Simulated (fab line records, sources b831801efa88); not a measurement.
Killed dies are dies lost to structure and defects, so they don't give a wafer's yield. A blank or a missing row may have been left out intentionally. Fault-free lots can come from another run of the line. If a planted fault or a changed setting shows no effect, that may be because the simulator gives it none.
Matching of chambers    flow sky130    rie-diel-04 running SKY_POLY_CUT_ETCH_11: 4 sister chambers
The step etches Si3N4 in CF4/CH2F2/Ar, stops on poly-Si, time 42.5 s, target depth 60 nm. 24 wafers are shown with their chamber, then 12 later ones without.

WAFERS, EACH WITH ITS CHAMBER
wafer   chamber  drypump-motor-current-A (A)  bias-w (W)  cf4-flow-sccm (sccm)
L074.1  1        5.2                          149.5       40.06
L074.4  3        5.0                          150.1       39.95
L074.6  2        5.6                          149.5       40.05
L077.3  3        5.0                          150.1       39.98
L077.4  1        5.1                          149.5       40.15
L077.6  0        6.8                          150.3       39.82
L078.2  0        6.8                          150.3       39.96
L078.3  3        5.0                          149.9       39.94
L078.4  1        5.2                          150.2       40.17
L079.1  3        5.0                          151.3       39.86
L079.3  0        6.8                          150.4       40.14
L079.6  2        5.6                          150.2       39.74
L082.2  3        5.0                          150.2       40.04
L082.4  1        5.2                          149.1       40.08
L082.5  1        5.2                          149.5       40.01
L084.1  3        5.0                          149.9       40.05
L084.2  2        5.6                          149.9       39.88
L084.4  0        6.8                          150.3       40.11
L086.1  3        5.0                          150.0       39.99
L086.3  1        5.2                          150.0       39.92
L086.4  2        5.6                          149.4       39.89
L087.2  2        5.6                          150.1       40.07
L087.3  1        5.2                          149.7       39.81
L087.4  0        6.8                          150.1       39.92

SIGNATURES, as means of the wafers listed above
reading                  chamber 0  chamber 1  chamber 2  chamber 3  scatter within a chamber
drypump-motor-current-A  6.800      5.186      5.600      5.000      0.0207
bias-w                   150.280    149.643    149.820    150.214    0.374
cf4-flow-sccm            39.9900    40.0286    39.9260    39.9729    0.116
Rule: a wafer's distance from a chamber is the root of the sum, over the readings, of the square of ((its reading less the chamber's mean) divided by the reading's scatter). The wafer belongs to the nearest chamber; if the next one is less than 2 further off, it can't be placed. The scatter is the square root of a quotient: the sum, over the shown wafers, of each reading's squared deviation from its chamber's mean, divided by wafers minus chambers.

WAFERS WHOSE CHAMBER IS MISSING
wafer   drypump-motor-current-A (A)  bias-w (W)  cf4-flow-sccm (sccm)
L090.3  6.8                          150.1       40.00
L090.4  5.0                          149.8       40.02
L090.5  6.8                          150.0       40.05
L093.1  5.6                          150.1       40.19
L093.3  5.2                          149.7       39.88
L093.4  5.6                          150.5       40.18
L094.1  5.6                          150.1       39.94
L094.2  5.0                          149.8       40.04
L094.4  6.8                          150.3       40.02
L096.1  5.0                          149.7       39.78
L096.2  5.2                          149.5       39.84
L096.4  6.8                          150.4       40.05

EACH ONE'S CHAMBER
wafer   from the rows above  in truth
L090.3  0                    0
L090.4  3                    3
L090.5  0                    0
L093.1  2                    2
L093.3  1                    1
L093.4  2                    2
L094.1  2                    2
L094.2  3                    3
L094.4  0                    0
L096.1  3                    3
L096.2  1                    1
L096.4  0                    0
Placed correctly: 12 of 12. Number that these rows cannot place: 0. Wrongly placed: 0.
